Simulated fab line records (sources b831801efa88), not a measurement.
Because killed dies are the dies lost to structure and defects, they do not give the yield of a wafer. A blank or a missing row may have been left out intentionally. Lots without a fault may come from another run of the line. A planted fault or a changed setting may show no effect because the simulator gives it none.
Chamber matching :: flow sky130 :: pecvd-04 running SKY_CAP2M_CVD_00: 3 sister chambers
The step deposits SiO2, target thk 15.5 nm. 6 wafers are shown with their chamber, then 11 later ones without.

## WAFERS WITH THEIR CHAMBER
wafer: L083.5
chamber: 2
heater-power-w (W): 807

wafer: L084.3
chamber: 1
heater-power-w (W): 649

wafer: L085.1
chamber: 2
heater-power-w (W): 722

wafer: L085.4
chamber: 1
heater-power-w (W): 714

wafer: L085.6
chamber: 0
heater-power-w (W): 694

wafer: L090.1
chamber: 0
heater-power-w (W): 687

## WAFERS MISSING THEIR CHAMBER
wafer: L090.4
heater-power-w (W): 687

wafer: L090.5
heater-power-w (W): 817

wafer: L091.2
heater-power-w (W): 676

wafer: L091.4
heater-power-w (W): 653

wafer: L091.6
heater-power-w (W): 850

wafer: L094.2
heater-power-w (W): 615

wafer: L094.3
heater-power-w (W): 832

wafer: L094.5
heater-power-w (W): 810

wafer: L097.2
heater-power-w (W): 644

wafer: L097.3
heater-power-w (W): 648

wafer: L097.4
heater-power-w (W): 637

## EACH ONE'S CHAMBER
wafer: L090.4
from the rows above: can't be placed: 0 or 1 or 2
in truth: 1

wafer: L090.5
from the rows above: can't be placed: 2 or 0 or 1
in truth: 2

wafer: L091.2
from the rows above: can't be placed: 1 or 0 or 2
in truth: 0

wafer: L091.4
from the rows above: can't be placed: 1 or 0 or 2
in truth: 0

wafer: L091.6
from the rows above: can't be placed: 2 or 0 or 1
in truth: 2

wafer: L094.2
from the rows above: can't be placed: 1 or 0 or 2
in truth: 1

wafer: L094.3
from the rows above: can't be placed: 2 or 0 or 1
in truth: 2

wafer: L094.5
from the rows above: can't be placed: 2 or 0 or 1
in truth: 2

wafer: L097.2
from the rows above: can't be placed: 1 or 0 or 2
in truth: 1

wafer: L097.3
from the rows above: can't be placed: 1 or 0 or 2
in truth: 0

wafer: L097.4
from the rows above: can't be placed: 1 or 0 or 2
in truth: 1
Placed correctly: 0 of 11. From these rows, 11 cannot be placed; in 11 the true chamber is one of the candidates. Placed wrongly: 0.
How it was worked out, from the rows above alone: a wafer's distance from a chamber is the root of the sum, over the readings, of the square of ((its reading less the chamber's mean) divided by the reading's scatter). The wafer belongs to the nearest chamber; if the next one is less than 2 further off, it can't be placed. For every chamber, the mean is computed from those of its wafers that are shown. The scatter is the square root of a quotient: the sum, over the shown wafers, of each reading's squared deviation from its chamber's mean, divided by wafers minus chambers.
